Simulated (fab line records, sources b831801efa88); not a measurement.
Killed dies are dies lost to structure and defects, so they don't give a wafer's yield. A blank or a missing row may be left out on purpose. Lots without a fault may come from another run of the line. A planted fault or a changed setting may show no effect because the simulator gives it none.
Problem report in the 8D (eight disciplines) form, filled by code | flow sky130 | the parts of the form that need people (team, actions taken, sign-off) are left out

1. THE PROBLEM
SONOS_TUNNEL_OVL at SKY_SONOS_TUNNEL_OVL_MEAS_08 reads a mean of 288.3 nm on 9 wafers of 3 lots; wafers without a fault read -0.9 nm with a standard deviation of 1.9. That is +99 or more standard deviations from the usual mean.
First seen on wafer L667.1, day 17 10:56, on overlay-01. The record holds 39 wafers of 13 lots with a number at this step. Rule for "out", or "out of limits": more than 4 standard deviations from the usual mean. The other wafers with a number count as sound.

2. WHAT IT IS AND WHAT IT IS NOT
question                    | is                     | is not
which readings at this step | SONOS_TUNNEL_OVL       | -
which lots                  | L667, L668, L670       | L650, L651, L652, L654, L655, L656, L657, L661, L665, L666
which wafers of those lots  | all that have a number | -
read on which gauges        | overlay-01, overlay-02 | -
when                        | from day 17 10:56      | up to then (30 sound wafers)

3. SUSPECTS, AND WHAT RULES EACH OUT
Counting: a tool at a process step up to the reading stays a suspect if it ran every lot that is out and no sound lot after the first of them.
- the gauge at SKY_SONOS_TUNNEL_OVL_MEAS_08: ruled out. The wafers that are out were read on 2 gauges (overlay-01, overlay-02).
- iline_stepper-01 at SKY_SONOS_TUNNEL_EXPOSE_04 (exposes mask TUNM, target cd 410 nm): kept. It ran every lot that is out, first L667 (day 16 22:01), and no sound lot after that; its last sound lot up to then is L654 (day 12 02:41).
Left after counting: iline_stepper-01 at SKY_SONOS_TUNNEL_EXPOSE_04.

4. THE CAUSE (what the simulator had put in)
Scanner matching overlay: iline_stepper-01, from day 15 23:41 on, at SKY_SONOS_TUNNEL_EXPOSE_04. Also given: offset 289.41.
Counting left only this tool.

5. THE CHAIN OF EFFECTS, in route order
Each row: a reading whose mean over the struck wafers that have a number lies more than 3 standard deviations from the usual. Only readings for which the record gives a usual standard deviation are gone through. hours: the time from each lot's start at the first step in this table that gives one to its start at this step, as a median over the lots. sigmas: the change in usual standard deviations.
hours | step                         | reading             | usual   | on struck wafers | change | sigmas
0     | SKY_SONOS_TUNNEL_OVL_MEAS_08 | SONOS_TUNNEL_OVL    | -0.9 nm | 288.3            | +289.2 | +99 or more
787   | SKY_PAD_OPEN_PROBE_99        | killed_at_front_end | 16      | 419              | +403   | +86
787   | SKY_PAD_OPEN_PROBE_99        | killed_dies         | 87      | 492              | +405   | +40
787   | SKY_PAD_OPEN_PROBE_99        | killed_on_rim       | 16      | 96               | +80    | +22
The process steps in it:
- SKY_PAD_OPEN_PROBE_99

6. WHAT WOULD HAVE CAUGHT IT SOONER
In this record the first reading out of limits at a measuring or inspecting step was taken at day 17 10:56, 35 hours after the fault began at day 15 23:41.
All the lots that are out (3) had begun SKY_SONOS_TUNNEL_EXPOSE_04 on iline_stepper-01 by day 17 10:56. A hold on the tool at that time would have spared none of them.
